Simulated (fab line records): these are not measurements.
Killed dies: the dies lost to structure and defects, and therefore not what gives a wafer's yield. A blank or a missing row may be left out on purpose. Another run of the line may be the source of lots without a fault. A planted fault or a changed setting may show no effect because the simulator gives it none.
A struck lot beside a sound one -- flow sky130 -- 18 out of 708 route steps
Sound: the wafers L928.3, L928.4, L928.6. Struck: wafer L938.6. (L938.1, L938.5 of the same lot were not struck and are left out.) The cause comes at the end.
Each step with rows lists, per side, the tool, then ch with its chambers, then its first start. Under that, the readings that differ: sound wafers -- struck wafers -- difference of the means -- sigmas: that difference in standard deviations of wafers without a fault.
alike: readings whose means differ by less than 2 such deviations, and words and numbers that are the same on both sides. not compared: withheld readings, readings that some wafer has no value for, bounds like >300 that may hide the same value, and numbers for which the record gives no deviation and whose values overlap.
Wherever a step has rows on one side only, a row that says differs or no value, or a row with sigmas, the two part there. Numbers that don't overlap but have no deviation are shown without sigmas and don't part them. A reading missing from all wafers of one side parts the sides only when that side holds two or more wafers.

first, 5 steps without rows for these wafers: SKY_VIA4_COAT_06 (resist thk 1140 nm); SKY_VIA4_SOFTBAKE_07 (time 60 s); SKY_VIA4_EXPOSE_08 (exposes mask VIM4, target cd 800 nm); SKY_VIA4_PEB_09; SKY_VIA4_DEVELOP_10 (develop time 60 s).
SKY_VIA4_OVL_MEAS_11:
  sound: overlay-02 at day 45 21:20; struck: overlay-02 at day 47 16:53
  alike: VIA4_OVL
SKY_VIA4_ETCH_12: etches SiO2 in C4F8/O2/Ar, stops on TiN, target depth 580 nm.
  sound on rie diel-02 ch 0,1,2, day 45 21:21; struck on rie diel-01 ch 3, day 47 16:55
  alike: oes product au, rf fwd power W
SKY_VIA4_STRIP_13: strips in O2/N2.
  sound on plasma asher-02 ch 0,1, day 45 21:28; struck on plasma asher-03 ch 0, day 47 16:59
  alike: drypump motor current A, oes product au, strip time to endpoint s
  not compared: rf hours counter h
then, 3 steps without rows for these wafers: SKY_VIA4_STRIP_14 (strips in post etch residue remover, time 1200 s); SKY_VIA4_CLEAN_15 (cleans in IPA, time 180 s); SKY_VIA4_CLEAN_16 (cleans in O3/DIW).
SKY_VIA4_SPUTTER_17: material TiN, target thk 20 nm, time 80 s.
  sound: pvd sputter-03 at day 45 22:01; struck: pvd sputter-03 at day 47 17:35
  alike: throttle valve pct
SKY_VIA4_CVD_18: deposits W, target thk 505 nm, time 152.14 s.
  sound on cvd w-01 ch 0,1, day 45 22:08; struck on cvd w-02 ch 1, day 47 17:38
reading,sound,struck,difference,sigmas
heater power w (W),869 920 914,767,-134,-2
susceptor temp C (C),400.20 399.75 399.82,394.14,-5.78,-23
model.W_of_VIA4_CVD_18.thk nm (nm),507.9 506.7 513.5,463.6,-45.8,
SKY_VIA4_RS_MEAS_19: measures by four-point-probe.
  sound: film metro-04 at day 45 22:21; struck: film metro-04 at day 47 17:47
reading,sound,struck,difference,sigmas
VIA4_W_RS (ohm/sq),0.2252 0.2256 0.2224,0.2468,+0.0224,+9
SKY_VIA4_THK_MEAS_20: measures by xrf.
  sound: film metro-04 at day 45 22:27; struck: film metro-04 at day 47 17:55
reading,sound,struck,difference,sigmas
VIA4_W_THK (nm),491 492 496,449,-44,-7
SKY_VIA4_CMP_21: polishes, stops on SiO2, t overpolish 25 s, target thk 0 nm.
  sound on cmp-01 ch 0,3, day 45 22:37; struck on cmp-01 ch 3, day 47 18:05
reading,sound,struck,difference,sigmas
time to endpoint s (s),120 123 120,106,-15,-3
  alike: motor current A
SKY_METAL5_SPUTTER_00: material Ti, target thk 15 nm, time 10 s.
  sound: pvd sputter-03 at day 45 22:55; struck: pvd sputter-02 at day 47 18:17
  alike: throttle valve pct
-- the record jumps here: 2 days lie between the struck wafers' starts before and after (it left off in module METAL5 and takes up again in module PAD_OPEN, whose first step shown is number 708 of the route) --
SKY_PAD_OPEN_PROBE_99:
  sound: prober-02 at day 48 12:48; struck: prober-01 at day 50 04:39
  alike: defect limited yield, killed_at_M0_to_M3, killed_at_M4_up, killed at contacts, killed at front end, killed at other, killed dies, killed open, killed short

== WHERE THEY PART ==
Earliest at SKY_VIA4_CVD_18; latest, in this record, at SKY_VIA4_CMP_21. Later steps at which nothing parts them and some readings are alike: SKY_METAL5_SPUTTER_00, SKY_PAD_OPEN_PROBE_99.

WHY: what had been put in by the simulator
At SKY_VIA4_CVD_18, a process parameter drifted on cvd w-02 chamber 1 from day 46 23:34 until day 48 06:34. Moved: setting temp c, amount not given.
